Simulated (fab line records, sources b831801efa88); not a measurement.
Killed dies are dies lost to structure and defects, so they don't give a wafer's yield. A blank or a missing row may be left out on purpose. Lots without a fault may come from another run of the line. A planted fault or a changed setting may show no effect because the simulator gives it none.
Which tool did it? | flow sky130 | 13 lots, 39 wafers sampled, at 5 steps of a route of 708

WHAT THE GAUGES READ, wafer by wafer
SKY_SONOS_ONO_CD_MEAS_13: target cd 410 nm.
lot  | measured     | on        | cd_nm (nm)
L184 | day 12 23:55 | cd_sem-01 | 416.2 414.0 412.6
L183 | day 13 00:11 | cd_sem-02 | 411.7 413.7 411.3
L185 | day 13 09:52 | cd_sem-01 | 410.9 411.1 410.2
L190 | day 14 23:05 | cd_sem-01 | 409.8 407.9 409.9
L189 | day 14 23:19 | cd_sem-01 | 410.5 410.9 412.7
L191 | day 15 08:59 | cd_sem-02 | 411.4 410.8 411.0
L192 | day 15 18:02 | cd_sem-02 | 407.5 407.1 405.6
L193 | day 15 23:35 | cd_sem-01 | 409.4 410.0 409.4
L194 | day 16 07:37 | cd_sem-02 | 410.5 408.0 408.0
L198 | day 17 21:58 | cd_sem-01 | 405.0 403.1 404.8
L199 | day 18 04:30 | cd_sem-01 | 407.8 410.5 406.0
L205 | day 20 02:58 | cd_sem-01 | 410.4 409.8 410.7
L206 | day 20 15:52 | cd_sem-02 | 411.1 410.9 410.2

SKY_LDD_HVN_TW_MEAS_10.
lot  | measured     | on            | LDD_HVN_TW
L184 | day 20 14:46 | film_metro-03 | 1430 1433 1424
L183 | day 20 15:02 | film_metro-03 | 1428 1435 1430
L185 | day 21 03:11 | film_metro-03 | 1437 1430 1427
L190 | day 22 21:38 | film_metro-01 | 1446 1437 1447
L189 | day 22 23:16 | film_metro-03 | 1445 1439 1439
L191 | day 23 09:51 | film_metro-03 | 1427 1424 1432
L192 | day 23 20:49 | film_metro-03 | 1438 1435 1432
L193 | day 24 03:29 | film_metro-01 | 1439 1445 1444
L194 | day 24 09:56 | film_metro-03 | 1433 1438 1438
L198 | day 25 22:05 | film_metro-03 | 1427 1438 1431
L199 | day 26 04:46 | film_metro-01 | 1432 1434 1435
L205 | day 27 22:58 | film_metro-02 | 1438 1444 1438
L206 | day 28 10:04 | film_metro-01 | 1451 1446 1449

SKY_LDD_HVP_OVL_MEAS_07.
lot  | measured     | on         | LDD_HVP_OVL (nm)
L184 | day 21 20:59 | overlay-02 | 0.4 0.3 1.9
L183 | day 21 21:14 | overlay-01 | 2.1 0.0 1.8
L185 | day 22 10:22 | overlay-01 | -1.7 -2.1 -0.4
L190 | day 24 03:58 | overlay-02 | 1.7 2.2 0.5
L189 | day 24 05:43 | overlay-02 | 1.4 -1.4 0.0
L191 | day 24 15:26 | overlay-02 | 0.1 0.1 0.9
L192 | day 25 02:08 | overlay-01 | 0.1 -1.3 0.9
L193 | day 25 09:00 | overlay-01 | 0.2 1.2 0.4
L194 | day 25 15:02 | overlay-02 | 0.2 0.4 -0.7
L198 | day 27 02:51 | overlay-02 | 0.0 -0.2 -1.1
L199 | day 27 09:20 | overlay-01 | -2.3 -1.1 -0.4
L205 | day 29 02:56 | overlay-01 | -1.3 -0.2 -0.3
L206 | day 29 13:49 | overlay-01 | 1.9 3.2 3.2

WHICH TOOL RAN EACH LOT (tool, then ch and the chambers of the sampled wafers, then the start)
lot  | SKY_LDD_HVN_COAT_02               | SKY_LDD_HVN_STRIP_09
L184 | litho_track-04 ch 0, day 19 22:38 | plasma_asher-04 ch 1, day 20 14:40
L183 | litho_track-01 ch 0, day 19 23:07 | plasma_asher-03 ch 0,1, day 20 14:56
L185 | litho_track-04 ch 0, day 20 11:22 | plasma_asher-01 ch 0,1, day 21 03:05
L190 | litho_track-01 ch 0, day 22 06:49 | plasma_asher-03 ch 0,1, day 22 21:31
L189 | litho_track-04 ch 0, day 22 08:46 | plasma_asher-04 ch 0, day 22 23:10
L191 | litho_track-01 ch 0, day 22 18:24 | plasma_asher-03 ch 0,1, day 23 09:44
L192 | litho_track-03 ch 0, day 23 05:14 | plasma_asher-01 ch 0,1, day 23 20:43
L193 | litho_track-01 ch 0, day 23 11:58 | plasma_asher-03 ch 0,1, day 24 03:23
L194 | litho_track-03 ch 0, day 23 18:54 | plasma_asher-03 ch 0,1, day 24 09:50
L198 | litho_track-01 ch 0, day 25 06:55 | plasma_asher-03 ch 0,1, day 25 21:59
L199 | litho_track-01 ch 0, day 25 13:40 | plasma_asher-03 ch 0,1, day 26 04:41
L205 | litho_track-03 ch 0, day 27 08:48 | plasma_asher-03 ch 0,1, day 27 22:52
L206 | litho_track-04 ch 0, day 27 20:07 | plasma_asher-03 ch 0,1, day 28 09:58
- SKY_LDD_HVN_COAT_02: resist thk 300 nm.
- SKY_LDD_HVN_STRIP_09: strips in O2/N2.

WHAT THE TOOLS THEMSELVES READ (means of the sampled wafers that have a number; where no wafer has one, the mark that the record gives instead)
SKY_LDD_HVN_COAT_02.
lot  | tool           | spin_speed_rpm (rpm)
L184 | litho_track-04 | 3002.1
L183 | litho_track-01 | 3000.5
L185 | litho_track-04 | 3001.3
L190 | litho_track-01 | 2999.7
L189 | litho_track-04 | 2997.8
L191 | litho_track-01 | 2998.9
L192 | litho_track-03 | 3001.0
L193 | litho_track-01 | 2999.7
L194 | litho_track-03 | 3001.1
L198 | litho_track-01 | 3181.2
L199 | litho_track-01 | 3180.3
L205 | litho_track-03 | 3000.3
L206 | litho_track-04 | 3003.5

SKY_LDD_HVN_STRIP_09.
lot  | tool            | drypump_motor_current_A (A) | oes_product_au (a.u.) | strip_time_to_endpoint_s (s)
L184 | plasma_asher-04 | 4.9                         | 0.411                 | 4.116
L183 | plasma_asher-03 | 5.6                         | 0.412                 | 4.141
L185 | plasma_asher-01 | 6.2                         | 0.408                 | 4.127
L190 | plasma_asher-03 | 5.2                         | 0.407                 | 4.114
L189 | plasma_asher-04 | 6.0                         | 0.416                 | 4.143
L191 | plasma_asher-03 | 5.6                         | 0.409                 | 4.122
L192 | plasma_asher-01 | 6.4                         | 0.410                 | 4.140
L193 | plasma_asher-03 | 5.2                         | 0.408                 | 4.147
L194 | plasma_asher-03 | 5.6                         | 0.410                 | 4.132
L198 | plasma_asher-03 | 5.6                         | 0.406                 | 4.025
L199 | plasma_asher-03 | 5.6                         | 0.400                 | 4.011
L205 | plasma_asher-03 | 5.6                         | 0.408                 | 4.136
L206 | plasma_asher-03 | 5.6                         | 0.409                 | 4.129

THE ANSWER, worked out from the rows above alone
Rule: what is usual is taken from the lots themselves. Put in order of their means at a reading, lots are off if they are a third of the lots or fewer, leave a main group of 4 or more, and stand apart from it by a gap of 3 or more times the standard deviation of the main group's means; of several such gaps the widest counts. A main group whose means are all the same, to the digits that the tables above print for the reading, isn't used. A lot without any number at a reading at which 4 lots or more have one is off too. The other lots that the step has rows for count as sound. The gauges are gone through in route order, then the tools' own readings, and for those a lot's mean is taken as printed above. The first step at which some lot is off is used, and at that step the reading that is off furthest; a lot without a number counts as furthest.
Off: L198, L199, at SKY_LDD_HVN_COAT_02 (spin_speed_rpm). The main group: mean 3000.5 rpm, standard deviation 1.5.
A tool fits if, at that step or a process step before it, it ran every lot that is off, and no sound lot after the first of them. One fits: litho_track-01 at SKY_LDD_HVN_COAT_02. Its last sound lot is L193 (day 23 11:58), its first lot that is off L198 (day 25 06:55): a fault that began between those two fits.
The tool's own readings at SKY_LDD_HVN_COAT_02 bear it out: on the lots that are off they differ by more than 5 times the standard deviation of the sound lots' means. spin_speed_rpm reads 3180.8 rpm there against 3000.5 rpm on the sound lots.

WHAT THE SIMULATOR HAD PUT IN
Process parameter drift: litho_track-01, from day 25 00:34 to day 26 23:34, at SKY_LDD_HVN_COAT_02. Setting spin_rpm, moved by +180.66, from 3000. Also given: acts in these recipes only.
Lots struck among those shown: L198, L199. The rule above found the same.
